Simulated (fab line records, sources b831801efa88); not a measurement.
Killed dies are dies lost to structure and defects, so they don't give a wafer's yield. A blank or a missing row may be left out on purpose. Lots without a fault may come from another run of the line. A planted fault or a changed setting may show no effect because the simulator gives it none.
fab line records | flow sfq_line
record lots=7 wafers=21 last_day=92
route steps=325 shown R5@220 I5@228
lots that met no fault: from a run of the same line without faults
start_h: hours from the record's first day to the start of the lot's first wafer shown | wait_h: hours since the lot's step before | " the same as in the row above | L1.1+2: a row that stands for several wafers | - no value, or no start given | * or withheld: withheld | < > ~ a bound
route shown NAME@n: a module of which the file shows steps, and the number in the route of the first | usual: mean/standard deviation of fault-free wafers | same: alike in all rows | chamber/n: place in a boat | sites: the reading at each site | _std_site: their standard deviation | _edge_site: outer sites' mean less inner sites' | radius_mm: how far each site lies from the wafer's centre | mask NAME#n: copy n | behind: the tool/chamber that last shaped the wafer | hold: why the lot was held/for how many hours/how that ended | device: the transistor (n, p or np) that didn't switch | end of line: the same wafers' tests at the end of the route | a step without rows: its recipe alone | killed: dies lost to structure and defects at the first sort, not the wafer's yield | map: a wafer's dies, x killed, . not, _ none there
set.NAME: the setting as run; set.NAME@STEP: as run at that earlier step | model.NAME: the simulator's own value behind a step, which no gauge read
lots at some steps of the route; a table a step, a row a wafer
services: from which hour (start_h, from the record's first day; less than 0 if before it) a tool's chamber was out of use, for how many hours, and why
## steps
# step SFQ_TRILAYER_R5_LITHO_EXPOSE_137
# recipe mask_id=R5 na=0.6 source_shape=conventional sigma_outer=0.65 target_cd_nm=500 dose_mj=14.4
# step SFQ_TRILAYER_R5_LITHO_PEB_139
# recipe peb_temp_c=115 peb_time_s=60 resist=KrF
# step SFQ_TRILAYER_R5_LITHO_DEVELOP_138
# recipe time_s=60 resist=KrF
# step SFQ_R5_OVL_MEAS_935
# usual R5_OVL=-1/4.9
# columns lot.wafer tool chamber start_h wait_h R5_OVL[nm]
L472.3 overlay-01 - 1519.73 0.1 3
L472.5 " - " " 7
L472.6 " - " " 7
L478.1 overlay-02 - 1635.10 0.1 -6
L478.2 " - " " -2
L478.5 " - " " -5
L480.3 overlay-01 - 1759.45 0.1 2
L480.4 " - " " 7
L480.6 " - " " 0
L485.3 overlay-02 - 1831.55 0.1 2
L485.4 " - " " -9
L485.6 " - " " -5
L486.1 overlay-02 - 1853.35 0.1 2
L486.3 " - " " 7
L486.4 " - " " 3
L487.2 overlay-02 - 1860.55 0.1 0
L487.3 " - " " 0
L487.6 " - " " -2
L490.2 overlay-01 - 1890.80 0.1 5
L490.3 " - " " -3
L490.4 " - " " 1
# step SFQ_TRILAYER_R5_BARC_OPEN_METAL_ETCH_177
# recipe mask_material=PR chemistry=O2 target_depth_nm=125 target=BARC icp_w=610.9 bias_w=80 pressure_mtorr=10 time_s=41.7
# usual drypump_motor_current_A=5.7/0.38 oes_product_au=0.685/0.0044
# columns lot.wafer tool chamber start_h wait_h drypump_motor_current_A oes_product_au rf_hours_counter_h
L472.3 rie_metal-02 1 1519.78 0.0 5.4 0.682 -
L472.5 " 1 " " 5.4 0.680 -
L472.6 " 0 " " 5.1 0.688 -
L478.1 rie_metal-01 0 1635.14 0.0 6.1 0.688 54
L478.2 " 1 " " 6.0 0.678 115
L478.5 " 1 " " 6.0 0.692 -
L480.3 rie_metal-01 0 1759.50 0.0 6.1 0.682 -
L480.4 " 1 " " 6.0 0.688 -
L480.6 " 0 " " 6.1 0.677 -
L485.3 rie_metal-04 1 1831.60 0.0 6.0 0.671 -
L485.4 " 0 " " 5.8 0.685 -
L485.6 " 1 " " 6.0 0.683 -
L486.1 rie_metal-01 0 1853.38 0.0 6.1 0.680 85
L486.3 " 0 " " 6.1 0.689 -
L486.4 " 1 " " 6.0 0.694 -
L487.2 rie_metal-01 0 1860.58 0.0 6.1 0.681 86
L487.3 " 0 " " 6.1 0.690 -
L487.6 " 0 " " 6.1 0.686 -
L490.2 rie_metal-01 1 1890.83 0.0 5.9 0.693 20
L490.3 " 0 " " 6.1 0.686 -
L490.4 " 1 " " 6.0 0.684 -
# step SFQ_TRILAYER_R5_ETCH_METAL_ETCH_139
# recipe stop_on=SiO2 mask_material=PR chemistry=Cl2 target_depth_nm=60 icp_w=600 bias_w=80 pressure_mtorr=10 time_s=40
# usual drypump_motor_current_A=5.7/0.37 oes_product_au=0.990/0.0064
# columns lot.wafer tool chamber start_h wait_h drypump_motor_current_A oes_product_au rf_hours_counter_h
L472.3 rie_metal-02 1 1519.84 0.0 5.4 0.971 -
L472.5 " 1 " " 5.4 0.974 -
L472.6 " 0 " " 5.0 0.981 -
L478.1 rie_metal-01 0 1635.20 0.0 6.1 0.981 54
L478.2 " 1 " " 6.0 0.987 115
L478.5 " 1 " " 6.0 0.989 -
L480.3 rie_metal-01 0 1759.56 0.0 6.1 0.978 -
L480.4 " 1 " " 6.0 0.992 -
L480.6 " 0 " " 6.1 0.989 -
L485.3 rie_metal-04 1 1831.66 0.0 6.0 0.993 -
L485.4 " 0 " " 5.8 0.991 -
L485.6 " 1 " " 6.0 0.991 -
L486.1 rie_metal-01 0 1853.44 0.0 6.1 0.991 85
L486.3 " 0 " " 6.1 0.991 -
L486.4 " 1 " " 6.0 0.988 -
L487.2 rie_metal-01 0 1860.64 0.0 6.1 0.998 86
L487.3 " 0 " " 6.1 0.999 -
L487.6 " 0 " " 6.1 0.992 -
L490.2 rie_metal-01 1 1890.89 0.0 6.0 0.991 20
L490.3 " 0 " " 6.1 0.996 -
L490.4 " 1 " " 6.0 0.994 -
# step SFQ_TRILAYER_R5_STRIP_STRIP_140
# recipe gas=O2 power_w=200 platen_temp_c=40 overash_fraction=0.65 chemistry=O2 pressure_mtorr=50
# usual drypump_motor_current_A=5.7/0.37 oes_product_au=1.001/0.011
# columns lot.wafer tool chamber start_h wait_h drypump_motor_current_A oes_product_au rf_hours_counter_h
L472.3 rie_metal-02 1 1520.07 0.2 5.4 0.986 -
L472.5 " 1 " " 5.4 0.981 -
L472.6 " 0 " " 5.0 0.987 -
L478.1 rie_metal-01 0 1635.26 0.0 6.1 0.990 54
L478.2 " 1 " " 6.0 1.003 115
L478.5 " 1 " " 6.0 1.006 -
L480.3 rie_metal-01 0 1759.80 0.2 6.1 1.005 -
L480.4 " 1 " " 6.0 1.011 -
L480.6 " 0 " " 6.1 1.002 -
L485.3 rie_metal-04 1 1831.90 0.2 6.0 1.004 -
L485.4 " 0 " " 5.8 1.006 -
L485.6 " 1 " " 6.0 1.002 -
L486.1 rie_metal-01 0 1853.50 0.0 6.1 1.009 85
L486.3 " 0 " " 6.1 1.003 -
L486.4 " 1 " " 6.0 1.003 -
L487.2 rie_metal-01 0 1860.70 0.0 6.1 0.996 86
L487.3 " 0 " " 6.1 1.012 -
L487.6 " 0 " " 6.1 1.002 -
L490.2 rie_metal-01 1 1890.95 0.0 6.0 1.003 20
L490.3 " 0 " " 6.1 0.995 -
L490.4 " 1 " " 6.0 1.004 -
# step SFQ_TRILAYER_R5_STRIP_SOLV_CLEAN_141
# recipe chemistry=NMP temp_c=70 time_s=600
# step SFQ_TRILAYER_A5C_DEP_PECVD_142
# recipe material=SiO2 temp_c=150 time_s=15.556 pressure_torr=2.4 rf_w=183.3 precursor=SiH4/N2O target_thk_nm=70
# usual heater_power_w=79/8.1 susceptor_temp_C=150.00/0.15 throttle_valve_pct=24.2/1.2
# columns lot.wafer tool chamber start_h wait_h heater_power_w susceptor_temp_C throttle_valve_pct
L472.3 pecvd-01 2 1520.65 0.0 75 149.97 22.6
L472.5 " 2 " " 78 150.13 22.7
L472.6 " 1 " " 68 150.07 23.5
L478.1 pecvd-04 1 1636.05 0.0 72 149.81 26.8
L478.2 " 0 " " 78 150.21 23.7
L478.5 " 0 " " 79 150.17 23.6
L480.3 pecvd-02 1 1760.37 0.0 88 150.21 22.9
L480.4 " 0 " " 85 150.32 24.7
L480.6 " 2 " " 69 149.84 23.7
L485.3 pecvd-04 2 1832.48 0.0 84 149.99 24.6
L485.4 " 0 " " 72 149.95 23.7
L485.6 " 0 " " 74 149.86 23.6
L486.1 pecvd-01 1 1854.28 0.0 74 149.70 24.5
L486.3 " 2 " " 87 150.20 23.3
L486.4 " 1 " " 73 149.77 24.6
L487.2 pecvd-04 1 1861.48 0.0 72 150.17 26.9
L487.3 " 0 " " 69 150.02 23.6
L487.6 " 0 " " 70 149.79 23.7
L490.2 pecvd-02 0 1891.74 0.0 84 150.02 24.8
L490.3 " 2 " " 82 149.98 24.2
L490.4 " 0 " " 85 150.00 24.6
# step SFQ_TRILAYER_I5_LITHO_COAT_149
# recipe resist=BARC spin_rpm=3000 resist_thk_nm=62
# step SFQ_TRILAYER_I5_LITHO_COAT_144
# recipe resist=KrF spin_rpm=3000 resist_thk_nm=650
# step SFQ_TRILAYER_I5_LITHO_SOFTBAKE_148
# recipe temp_c=withheld time_s=withheld resist=KrF
# step SFQ_TRILAYER_I5_LITHO_EXPOSE_145
# recipe mask_id=I5 na=0.6 source_shape=conventional sigma_outer=0.65 target_cd_nm=700 dose_mj=21.3
# usual exposure_dose_mJ_cm2=21.303/0.019 focus_offset_nm=0.2/0.49
# columns lot.wafer tool chamber start_h wait_h mask exposure_dose_mJ_cm2 focus_offset_nm
L472.3 krf_scanner-02 0 1623.65 - I5#0 21.299 0.7
L472.5 " 0 " " I5#0 21.318 -0.2
L472.6 " 0 " " I5#0 21.320 0.5
L478.1 krf_scanner-02 0 1699.69 - I5#0 21.334 1.2
L478.2 " 0 " " I5#0 21.303 0.5
L478.5 " 0 " " I5#0 21.302 0.3
L480.3 krf_scanner-02 0 1761.55 - I5#0 21.322 0.3
L480.4 " 0 " " I5#0 21.296 0.1
L480.6 " 0 " " I5#0 21.320 0.1
L485.3 krf_scanner-02 - 1906.01 - I5#0 - -
L485.4 " - " " I5#0 - -
L485.6 " - " " I5#0 - -
L486.1 krf_scanner-01 - 1914.13 - I5#0 - -
L486.3 " - " " I5#0 - -
L486.4 " - " " I5#0 - -
L487.2 krf_scanner-01 - 1939.53 - I5#0 - -
L487.3 " - " " I5#0 - -
L487.6 " - " " I5#0 - -
L490.2 krf_scanner-02 0 1967.57 - I5#0 21.334 0.0
L490.3 " 0 " " I5#0 21.329 -0.8
L490.4 " 0 " " I5#0 21.336 0.9
# step SFQ_TRILAYER_I5_LITHO_PEB_147
# recipe peb_temp_c=115 peb_time_s=59.16 resist=KrF
## services
# columns tool chamber start_h hours kind
krf_scanner-02 - 1501.70 4.0 pm
krf_scanner-02 - 1527.82 1.0 pm
pecvd-04 - 1552.32 0.8 pm
pecvd-04 2 1558.68 2.7 repair
krf_scanner-02 - 1560.70 1.3 pm
rie_metal-01 - 1617.52 2.6 repair
rie_metal-04 1 1621.07 14.7 repair
rie_metal-02 0 1644.65 6.6 repair
rie_metal-01 1 1697.43 6.2 repair
krf_scanner-02 - 1697.49 1.0 pm
rie_metal-01 - 1702.62 10.0 pm
pecvd-04 - 1732.46 3.1 repair
krf_scanner-02 - 1736.14 1.3 pm
rie_metal-04 1 1743.25 4.9 repair
krf_scanner-02 - 1744.59 11.6 pm
rie_metal-02 0 1748.95 9.8 repair
pecvd-04 - 1751.13 2.8 pm
pecvd-04 0 1786.25 8.3 repair
krf_scanner-02 - 1800.76 0.8 pm
krf_scanner-02 - 1815.72 1.4 repair
pecvd-04 1 1822.77 27.6 repair
krf_scanner-02 - 1866.25 1.0 pm
rie_metal-01 - 1874.49 1.5 repair
krf_scanner-02 - 1914.01 1.3 pm
## key
first_sign step=SFQ_TRILAYER_I5_LITHO_EXPOSE_145 reading=tool_record direction=missing
effect none on later readings
met_at SFQ_TRILAYER_I5_LITHO_EXPOSE_145
struck_wafers L485.3,L485.4,L485.6,L486.1,L486.3,L486.4,L487.2,L487.3,L487.6
onset_between 1761.55 1906.01
fault kind=skipped_step_whole tool=krf_scanner-01,krf_scanner-02 chamber=- onset_h=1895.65 steps=SFQ_TRILAYER_I5_LITHO_EXPOSE_145 scope=struck_lots_only
